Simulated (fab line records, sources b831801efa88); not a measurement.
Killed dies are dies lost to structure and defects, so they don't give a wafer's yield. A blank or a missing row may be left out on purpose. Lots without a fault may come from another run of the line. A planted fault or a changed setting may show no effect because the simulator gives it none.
Chamber matching | flow sky130 | SKY_CONTACT_CVD_00 on pecvd-02: 3 sister chambers
The step deposits Si3N4, target thk 75 nm. 18 wafers are shown with their chamber, then 9 later ones without.

WAFERS WITH THEIR CHAMBER
wafer  | chamber | heater_power_w (W) | rf_fwd_power_W (W)
L074.1 | 1       | 692                | 446.3
L074.2 | 2       | 528                | 444.5
L074.3 | 0       | 654                | 446.4
L075.3 | 1       | 673                | 442.9
L075.4 | 0       | 692                | 446.8
L075.5 | 1       | 701                | 442.9
L077.4 | 0       | 771                | 447.1
L077.5 | 1       | 658                | 441.2
L077.6 | 2       | 603                | 442.5
L081.2 | 1       | 685                | 443.3
L081.5 | 1       | 657                | 442.8
L081.6 | 2       | 628                | 443.9
L087.2 | 2       | 604                | 443.0
L087.4 | 2       | 626                | 446.5
L087.5 | 1       | 621                | 442.4
L089.2 | 2       | 555                | 446.6
L089.3 | 0       | 675                | 444.4
L089.4 | 2       | 552                | 446.0

SIGNATURES (means of the wafers above)
reading        | chamber 0 | chamber 1 | chamber 2 | scatter within a chamber
heater_power_w | 698.00    | 669.57    | 585.14    | 38
rf_fwd_power_W | 446.175   | 443.114   | 444.714   | 1.55
Rule: a wafer's distance from a chamber is the root of the sum, over the readings, of the square of ((its reading less the chamber's mean) divided by the reading's scatter). The wafer belongs to the nearest chamber; if the next one is less than 2 further off, it can't be placed. The scatter: the root of (the sum of the squares of (reading less its chamber's mean) over the shown wafers, divided by (wafers less chambers)).

WAFERS WITHOUT THEIR CHAMBER
wafer  | heater_power_w (W) | rf_fwd_power_W (W)
L090.3 | 743                | 444.3
L090.5 | 654                | 447.7
L090.6 | 748                | 442.1
L093.2 | 745                | 447.4
L093.3 | 713                | 445.8
L093.5 | 597                | 441.9
L096.3 | 698                | 445.1
L096.4 | 714                | 446.8
L096.5 | 597                | 445.4

WHICH CHAMBER EACH WENT THROUGH
wafer  | from the rows above          | in truth
L090.3 | can't be placed: 0 or 1      | 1
L090.5 | can't be placed: 0 or 2 or 1 | 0
L090.6 | can't be placed: 1 or 0      | 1
L093.2 | can't be placed: 0 or 1      | 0
L093.3 | can't be placed: 0 or 1      | 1
L093.5 | can't be placed: 2 or 1 or 0 | 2
L096.3 | can't be placed: 0 or 1      | 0
L096.4 | 0                            | 0
L096.5 | can't be placed: 2 or 1      | 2
Placed correctly: 1 of 9. Can't be placed from these rows: 8 (the true chamber is among the candidates in 8). Placed wrongly: 0.
